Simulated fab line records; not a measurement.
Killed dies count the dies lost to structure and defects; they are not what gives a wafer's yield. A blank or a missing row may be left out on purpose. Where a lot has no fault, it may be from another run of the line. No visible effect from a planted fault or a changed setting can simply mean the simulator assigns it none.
Which tool did it? ; flow gf180mcu ; 18 wafers from 6 lots sampled at 4 of the route's 602 steps

## WHAT THE GAUGES READ, wafer by wafer
GF_VT_IMPLANT_TW_MEAS_21.
lot;measured;on;VT_IMPLANT_2_TW
L808;day 6 18:47;film metro-01;1203 1213 1204
L811;day 7 14:50;film metro-01;1212 1214 1214
L815;day 8 14:01;film metro-04;1204 1198 1204
L817;day 9 05:58;film metro-01;1197 1201 1202
L821;day 10 04:01;film metro-02;1255 1259 1257
L826;day 11 10:56;film metro-01;1187 1189 1188

## WHAT TOOL EACH LOT RAN ON (gives the tool, then ch and the chambers of the sampled wafers, and finally the start)
lot;GF_STI_CMP_25;GF_MVSD_STRIP_10;GF_VT_IMPLANT_IMPLANT_19
L808;cmp-01 ch 0,1,2, day 2 15:14;plasma asher-04 ch 0,1, day 4 22:12;implanter-04 ch 0, day 6 18:32
L811;cmp-02 ch 0,1, day 3 07:17;plasma asher-01 ch 0,1, day 5 17:29;implanter-02 ch 0, day 7 14:35
L815;cmp-01 ch 1,2,3, day 4 03:32;plasma asher-04 ch 0,1, day 6 14:17;implanter-04 ch 0, day 8 13:48
L817;cmp-02 ch 0,2,3, day 4 16:21;plasma asher-02 ch 0,1, day 7 05:36;implanter-04 ch 0, day 9 05:43
L821;cmp-01 ch 1,2,3, day 5 09:17;plasma asher-04 ch 0,1, day 8 00:58;implanter-04 ch 0, day 10 03:46
L826;cmp-02 ch 0,1,3, day 6 10:14;plasma asher-01 ch 0,1, day 9 04:45;implanter-02 ch 0, day 11 10:42
- GF_STI_CMP_25: polishes, stops on Si3N4, t overpolish 33 s, target thk 524.6 nm.
- GF_MVSD_STRIP_10: strips in O2/N2.
- GF_VT_IMPLANT_IMPLANT_19

## THE ANSWER, worked out from the rows above alone
Rule: usual is defined by the lots themselves. The widest of any qualifying gaps counts: lots, ordered by their means at a reading, are off when they make up no more than a third of the lots, leave a main group of 4 or more, and stand apart from it by 3 or more times the standard deviation of that group's means. The tables above print the reading to a certain number of digits; a main group whose means all agree to those digits is not used. A lot without any number at a reading at which 4 lots or more have one is off too. Any other lot the step has rows for is counted as sound.
Off: L821, seen at GF_VT_IMPLANT_TW_MEAS_21 (VT_IMPLANT_2_TW). Main group: mean 1202, sd 8.4.
A tool fits if, at a process step before that reading, it ran every lot that is off, and no sound lot after the first of them. The gauges at GF_VT_IMPLANT_TW_MEAS_21 are tried like those tools. Can't be told from this: 4 tools fit, cmp-01 at GF_STI_CMP_25, plasma asher-04 at GF_MVSD_STRIP_10, implanter-04 at GF_VT_IMPLANT_IMPLANT_19, film metro-02 at GF_VT_IMPLANT_TW_MEAS_21.

## WHAT THE SIMULATOR PUT IN
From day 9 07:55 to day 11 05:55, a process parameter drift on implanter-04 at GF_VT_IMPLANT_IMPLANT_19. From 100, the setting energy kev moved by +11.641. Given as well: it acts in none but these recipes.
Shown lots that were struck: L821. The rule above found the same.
